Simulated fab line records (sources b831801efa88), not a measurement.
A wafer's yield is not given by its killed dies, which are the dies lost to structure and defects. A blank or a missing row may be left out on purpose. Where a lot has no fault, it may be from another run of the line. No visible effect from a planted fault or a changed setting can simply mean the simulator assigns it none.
Which tool did it?	flow sky130	13 lots with 38 wafers sampled at 3 steps, on a route of 708 steps

## WHAT EACH GAUGE READ, for each wafer
SKY_VT_ADJUST_PCH_TW_MEAS_10. Usual: VT_ADJUST_PCH_TW typically reads 143.0, with standard deviation 0.98.
lot	measured	on	VT_ADJUST_PCH_TW	flag
L422	day 11 19:46	film metro-03	142.9 143.0 142.5	
L423	day 12 02:43	film metro-03	144.4 144.0 145.2	
L425	day 12 17:22	film metro-02	141.4 142.3 141.5	
L426	day 13 03:01	film metro-03	143.6 144.2 144.1	
L427	day 13 04:38	film metro-04	142.7 142.4 142.3	
L430	day 14 06:49	film metro-03	143.2 143.1 144.2	
L431	day 14 16:19	film metro-03	143.2 143.9 144.1	
L432	day 15 00:50	film metro-02	142.1 141.6 142.6	
L435	day 15 19:47	film metro-02	141.6 142.1 142.2	
L436	day 16 05:59	film metro-03	144.5 143.7	
L437	day 16 11:17	film metro-04	142.6 142.6 143.1	
L439	day 17 01:19	film metro-03	143.1 143.5 143.8	
L441	day 18 01:50	film metro-04	142.3 141.7 142.2	

SKY_SONOS_ONO_CD_MEAS_13 targets a cd of 410 nm. Usual: 410.0 nm for cd nm, sd 2.6.
lot	measured	on	cd nm (nm)	flag
L422	day 14 01:13	cd sem-02	407.0 406.6 407.1	
L423	day 14 10:06	cd sem-02	409.4 409.3 407.4	
L425	day 15 02:25	cd sem-02	409.5 409.9 409.7	
L426	day 15 14:04	cd sem-01	410.6 412.1 408.4	
L427	day 15 15:53	cd sem-01	406.9 408.0 408.8	
L430	day 16 18:17	cd sem-01	414.8 415.0 413.8	
L431	day 17 07:47	cd sem-01	412.8 413.0 412.3	
L432	day 17 14:10	cd sem-02	406.0 403.7 408.4	
L435	day 18 15:00	cd sem-02	409.6 409.4 411.1	
L436	day 18 22:53	cd sem-02	408.7 407.0	
L437	day 19 05:58	cd sem-02	408.3 409.2 408.1	
L439	day 19 17:32	cd sem-02	412.7 411.9 411.1	
L441	day 20 19:55	cd sem-02	410.1 409.4 412.2	

## EACH LOT AND THE TOOL THAT RAN IT (in order: tool; ch and the chambers of the sampled wafers; start)
lot	SKY_VT_ADJUST_PCH_STRIP_09
L422	plasma asher-01 ch 0,1, day 11 19:40
L423	plasma asher-03 ch 0,1, day 12 02:37
L425	plasma asher-01 ch 1, day 12 17:16
L426	plasma asher-01 ch 0,1, day 13 02:55
L427	plasma asher-01 ch 0,1, day 13 04:32
L430	plasma asher-02 ch 0,1, day 14 06:43
L431	plasma asher-03 ch 0, day 14 16:13
L432	plasma asher-01 ch 0,1, day 15 00:44
L435	plasma asher-02 ch 0,1, day 15 19:41
L436	plasma asher-03 ch 0,1, day 16 05:53
L437	plasma asher-02 ch 1, day 16 11:11
L439	plasma asher-03 ch 0, day 17 01:13
L441	plasma asher-02 ch 0,1, day 18 01:44
- SKY_VT_ADJUST_PCH_STRIP_09: strips in O2/N2.

## WHAT THE TOOLS THEMSELVES READ (means of the sampled wafers that have a number; where no wafer has one, the mark that the record gives instead)
SKY_VT_ADJUST_PCH_STRIP_09. Usual: drypump motor current A 5.6 A, standard deviation 0.6; oes product au 0.722 a.u., standard deviation 0.0044; strip time to endpoint s 36.93 s, standard deviation 0.1.
lot	tool	drypump motor current A (A)	oes product au (a.u.)	strip time to endpoint s (s)	flag
L422	plasma asher-01	6.2	0.718	36.95	
L423	plasma asher-03	5.8	0.722	37.07	
L425	plasma asher-01	5.5	0.724	36.82	
L426	plasma asher-01	5.9	0.723	36.98	
L427	plasma asher-01	5.9	0.718	36.93	
L430	plasma asher-02	5.1	0.721	37.06	
L431	plasma asher-03	6.1	0.722	36.92	
L432	plasma asher-01	5.9	0.726	36.97	
L435	plasma asher-02	5.1	0.726	36.74	
L436	plasma asher-03	5.6	0.720	36.86	
L437	plasma asher-02	5.5	0.722	37.11	
L439	plasma asher-03	6.1	0.722	36.91	
L441	plasma asher-02	5.1	0.719	36.91	

## THE ANSWER, worked out from the rows above alone
Rule: a lot counts as off when the mean over its wafers that have a number is more than 3 standard deviations away from the usual mean. A lot without any number at a reading at which 4 lots or more have one is off too. All remaining lots with rows at the step are treated as sound. The gauges are gone through in route order, then the tools' own readings, and for those a lot's mean is taken as printed above. At the first step where some lot is off, the reading lying furthest off is the one used; lots without a number count as furthest.
Across all readings shown, no lot is off: no conclusion can be drawn from this.

## WHAT THE SIMULATOR HAD INSERTED
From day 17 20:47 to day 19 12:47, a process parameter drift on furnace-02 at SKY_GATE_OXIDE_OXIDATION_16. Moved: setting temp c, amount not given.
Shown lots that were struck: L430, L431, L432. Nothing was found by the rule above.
